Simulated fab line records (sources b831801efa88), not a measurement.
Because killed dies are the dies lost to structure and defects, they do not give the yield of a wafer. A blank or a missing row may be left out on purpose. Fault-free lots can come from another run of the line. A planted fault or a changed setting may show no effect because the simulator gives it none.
Matching of chambers | flow gf180mcu | 3 sister chambers for GF_V4_CVD_00 on hdpcvd-02
The step deposits SiO2, target thk 600 nm, time 100 s. 18 wafers are shown with their chamber, then 9 later ones without.

## WAFERS, EACH WITH ITS CHAMBER
wafer  | chamber | sih4 flow sccm (sccm)
L982.3 | 1       | 59.80
L982.4 | 0       | 60.09
L982.5 | 2       | 60.17
L994.3 | 1       | 60.01
L994.4 | 1       | 60.22
L994.5 | 2       | 60.02
L995.1 | 2       | 60.19
L995.2 | 1       | 59.88
L995.6 | 0       | 59.93
L996.3 | 0       | 60.16
L996.4 | 0       | 59.91
L996.5 | 1       | 59.86
L100.1 | 0       | 60.13
L100.2 | 2       | 59.66
L100.5 | 2       | 59.87
L101.2 | 0       | 60.25
L101.3 | 1       | 59.99
L101.6 | 2       | 60.08

SIGNATURES (averages over the wafers above)
reading        | chamber 0 | chamber 1 | chamber 2 | scatter within a chamber
sih4 flow sccm | 60.0783   | 59.9600   | 59.9983   | 0.165
Rule: a wafer lies at a distance from a chamber equal to the root of the sum of squares, over the readings, of (its reading less the chamber's mean, divided by the reading's scatter). The wafer belongs to the nearest chamber; if the next one is less than 2 further off, it can't be placed. The scatter is the square root of a quotient: the sum, over the shown wafers, of each reading's squared deviation from its chamber's mean, divided by wafers minus chambers.

## WAFERS MISSING THEIR CHAMBER
wafer  | sih4 flow sccm (sccm)
L102.2 | 60.15
L102.4 | 60.26
L102.5 | 60.05
L103.2 | 60.24
L103.3 | 60.13
L103.6 | 59.99
L104.2 | 60.05
L104.5 | 59.98
L104.6 | 60.14

## EACH ONE'S CHAMBER
wafer  | from the rows above          | in truth
L102.2 | can't be placed: 0 or 2 or 1 | 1
L102.4 | can't be placed: 0 or 2 or 1 | 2
L102.5 | can't be placed: 0 or 2 or 1 | 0
L103.2 | can't be placed: 0 or 2 or 1 | 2
L103.3 | can't be placed: 0 or 2 or 1 | 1
L103.6 | can't be placed: 2 or 1 or 0 | 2
L104.2 | can't be placed: 0 or 2 or 1 | 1
L104.5 | can't be placed: 2 or 1 or 0 | 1
L104.6 | can't be placed: 0 or 2 or 1 | 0
0 of 9 placed correctly. Can't be placed from these rows: 9 (the true chamber is among the candidates in 9). Number placed wrongly: 0.
